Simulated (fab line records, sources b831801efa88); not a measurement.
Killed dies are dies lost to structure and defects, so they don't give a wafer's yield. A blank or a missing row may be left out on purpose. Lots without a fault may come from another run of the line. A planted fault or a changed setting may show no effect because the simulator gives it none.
Which tool did it? | flow gf180mcu | 11 lots, 33 wafers sampled, at 4 steps of a route of 602

WHAT THE GAUGES READ, wafer by wafer
GF_M1_RS_MEAS_05: measures by four-point-probe.
lot  | measured     | on            | M1_ALCU_RS (ohm/sq)
L117 | day 16 00:37 | film_metro-02 | 0.0718 0.0705 0.0716
L119 | day 16 14:52 | film_metro-02 | 0.0688 0.0703 0.0708
L120 | day 17 06:11 | film_metro-03 | 0.0695 0.0702 0.0692
L122 | day 17 20:55 | film_metro-02 | 7.1185 7.1570 7.1225
L123 | day 18 08:35 | film_metro-02 | 7.1751 7.1127 7.1216
L125 | day 19 05:25 | film_metro-03 | 0.0714 0.0707 0.0706
L131 | day 21 11:22 | film_metro-03 | 0.0694 0.0691 0.0684
L132 | day 21 14:47 | film_metro-03 | 0.0693 0.0692 0.0708
L136 | day 22 23:33 | film_metro-01 | 0.0705 0.0703 0.0703
L137 | day 23 05:43 | film_metro-02 | 0.0704 0.0698 0.0703
L140 | day 24 06:43 | film_metro-02 | 0.0712 0.0708 0.0712

WHICH TOOL RAN EACH LOT (tool, then ch and the chambers of the sampled wafers, then the start)
lot  | GF_CONTACT_STRIP_18                  | GF_CONTACT_SPUTTER_23        | GF_M1_SPUTTER_02
L117 | plasma_asher-01 ch 0,1, day 15 23:25 | pvd_sputter-02, day 15 23:47 | pvd_sputter-03, day 16 00:32
L119 | plasma_asher-02 ch 0,1, day 16 13:31 | pvd_sputter-03, day 16 13:53 | pvd_sputter-01, day 16 14:46
L120 | plasma_asher-04 ch 0, day 17 04:58   | pvd_sputter-02, day 17 05:20 | pvd_sputter-01, day 17 06:05
L122 | plasma_asher-02 ch 0,1, day 17 19:43 | pvd_sputter-02, day 17 20:05 | pvd_sputter-01, day 17 20:50
L123 | plasma_asher-04 ch 0, day 18 07:22   | pvd_sputter-04, day 18 07:44 | pvd_sputter-01, day 18 08:29
L125 | plasma_asher-04 ch 0,1, day 19 04:13 | pvd_sputter-03, day 19 04:34 | pvd_sputter-03, day 19 05:19
L131 | plasma_asher-01 ch 0,1, day 21 10:03 | pvd_sputter-02, day 21 10:23 | pvd_sputter-01, day 21 11:14
L132 | plasma_asher-02 ch 0,1, day 21 13:34 | pvd_sputter-04, day 21 13:57 | pvd_sputter-03, day 21 14:42
L136 | plasma_asher-01 ch 0,1, day 22 22:01 | pvd_sputter-02, day 22 22:23 | pvd_sputter-04, day 22 23:23
L137 | plasma_asher-01 ch 0,1, day 23 04:30 | pvd_sputter-02, day 23 04:50 | pvd_sputter-01, day 23 05:35
L140 | plasma_asher-02 ch 0,1, day 24 05:31 | pvd_sputter-04, day 24 05:53 | pvd_sputter-04, day 24 06:38
- GF_CONTACT_STRIP_18: strips in O2/N2.
- GF_CONTACT_SPUTTER_23: material TiN, target thk 10 nm, time 40 s.
- GF_M1_SPUTTER_02: material AlCu, target thk 450 nm, time 23.9 s.

THE ANSWER, worked out from the rows above alone
Rule: what is usual is taken from the lots themselves. Put in order of their means at a reading, lots are off if they are a third of the lots or fewer, leave a main group of 4 or more, and stand apart from it by a gap of 3 or more times the standard deviation of the main group's means; of several such gaps the widest counts. A main group whose means are all the same, to the digits that the tables above print for the reading, isn't used. A lot without any number at a reading at which 4 lots or more have one is off too. The other lots that the step has rows for count as sound.
Off: L122, L123, at GF_M1_RS_MEAS_05 (M1_ALCU_RS). The main group: mean 0.0702 ohm/sq, standard deviation 0.00071.
A tool fits if, at a process step before that reading, it ran every lot that is off, and no sound lot after the first of them. The gauges at GF_M1_RS_MEAS_05 are tried like those tools. None of those tried fits.

WHAT THE SIMULATOR HAD PUT IN
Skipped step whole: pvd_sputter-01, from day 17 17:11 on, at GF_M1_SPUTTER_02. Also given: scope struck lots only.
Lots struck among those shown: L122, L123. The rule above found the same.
